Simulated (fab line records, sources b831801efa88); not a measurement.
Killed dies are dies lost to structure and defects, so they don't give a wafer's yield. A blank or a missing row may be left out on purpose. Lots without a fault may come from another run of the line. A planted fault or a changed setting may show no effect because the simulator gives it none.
Split-lot experiment | flow sky130 | 5 lots, 23 wafers read, on a route of 708 steps

THE SPLIT
At SKY_LDD_HVP_SOFTBAKE_03 (time 60 s), the setting temp_c was moved away from the recipe's 90 C on 8 of the 23 wafers read, by -3.7% to +1.3%. The other wafers ran this setting at the recipe's value.

FROM THE SPLIT TO THE READING: what the file shows between them, 2 steps
- SKY_LDD_HVP_EXPOSE_04: exposes mask HVPTM, target cd 700 nm
- SKY_LDD_HVP_PEB_05

THE READING
NOVOLAK_of_LDD_HVP_COAT_02.thk_nm (the simulator's own value, which no gauge read), in nm, at SKY_LDD_HVP_DEVELOP_06 (develop time 60 s). The file gives no usual value for it. The 15 wafers here that ran the recipe average 300.1 nm, standard deviation 1.1 nm.

wafer  | tool, chamber at the split | temp_c as run, C | against the recipe | NOVOLAK_of_LDD_HVP_COAT_02.thk_nm, nm | against lot-mates on the recipe
L074.1 | litho_track-02, 0          | 90               | recipe             | 299.6                                 | -
L074.3 | litho_track-02, 0          | 86.69            | -3.7%              | 302                                   | +2.7
L074.4 | litho_track-02, 0          | 90               | recipe             | 299                                   | -
L074.5 | litho_track-02, 0          | 86.69            | -3.7%              | 301.7                                 | +2.4
L074.6 | litho_track-02, 0          | 86.69            | -3.7%              | 301.8                                 | +2.5
L076.2 | litho_track-04, 0          | 90               | recipe             | 301.3                                 | -
L076.4 | litho_track-04, 0          | 90               | recipe             | 301.5                                 | -
L076.6 | litho_track-04, 0          | 90               | recipe             | 301.7                                 | -
L077.1 | litho_track-04, 0          | 87.78            | -2.5%              | 303.2                                 | +1.5
L077.2 | litho_track-04, 0          | 87.78            | -2.5%              | 303.9                                 | +2.2
L077.3 | litho_track-04, 0          | 87.78            | -2.5%              | 303                                   | +1.3
L077.4 | litho_track-04, 0          | 90               | recipe             | 301.5                                 | -
L077.6 | litho_track-04, 0          | 90               | recipe             | 301.9                                 | -
L079.1 | litho_track-02, 0          | 90               | recipe             | 298.9                                 | -
L079.2 | litho_track-02, 0          | 91.17            | +1.3%              | 298.5                                 | -0.8
L079.5 | litho_track-02, 0          | 91.17            | +1.3%              | 298.5                                 | -0.8
L079.3 | litho_track-02, 0          | 90               | recipe             | 299.1                                 | -
L079.4 | litho_track-02, 0          | 90               | recipe             | 299.9                                 | -
L084.2 | litho_track-03, 0          | 90               | recipe             | 299.9                                 | -
L084.3 | litho_track-03, 0          | 90               | recipe             | 299                                   | -
L084.4 | litho_track-03, 0          | 90               | recipe             | 299                                   | -
L084.5 | litho_track-03, 0          | 90               | recipe             | 299.6                                 | -
L084.6 | litho_track-03, 0          | 90               | recipe             | 299.8                                 | -

THE FIT
A straight line over all 23 wafers: NOVOLAK_of_LDD_HVP_COAT_02.thk_nm changes by -0.764 nm for each +1% of temp_c; r = -0.72; the points scatter about the line by 1.2 nm.
The same after taking each lot's own level away (the mean of its wafers on the recipe; 23 wafers): -0.678 nm for each +1%; r = -0.96; scatter 0.32 nm.
On that fit, the largest move of temp_c shifts the reading by 2.5 nm.
The lots' own levels span 299.30 to 301.70 nm, that is 2.2 times the standard deviation above.
So the lot-to-lot level blurs the effect unless lot-mates are compared.
Check: with one of the wafers moved furthest among these (-3.7%) left out of the fit, the line predicts +2.45 nm for it against its lot-mates. It came out at +2.7 nm against them.

OTHER SPLITS ON THESE WAFERS
These wafers also went through other splits before the reading. Each is held against what the fit with the lots' levels taken away leaves over:
other split on the same wafers      | wafers away from the commonest value | r with NOVOLAK_of_LDD_HVP_COAT_02.thk_nm (lot level and that fit taken away)
SKY_POLY_GATE_EXPOSE_10 dose_mj     | 12                                   | +0.03
SKY_POLY_GATE_OXIDATION_20 temp_c   | 10                                   | +0.03
SKY_LDD_P_DEVELOP_06 develop_time_s | 8                                    | +0.08
SKY_LDD_HVN_COAT_02 resist_thk_nm   | 9                                    | +0.01
SKY_LDD_HVN_IMPLANT_08 dose_cm2     | 5                                    | +0.31

THE FILE'S OWN FIT
NOVOLAK_of_LDD_HVP_COAT_02.thk_nm changes by -0.68 nm for each +1% of temp_c, r = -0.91.
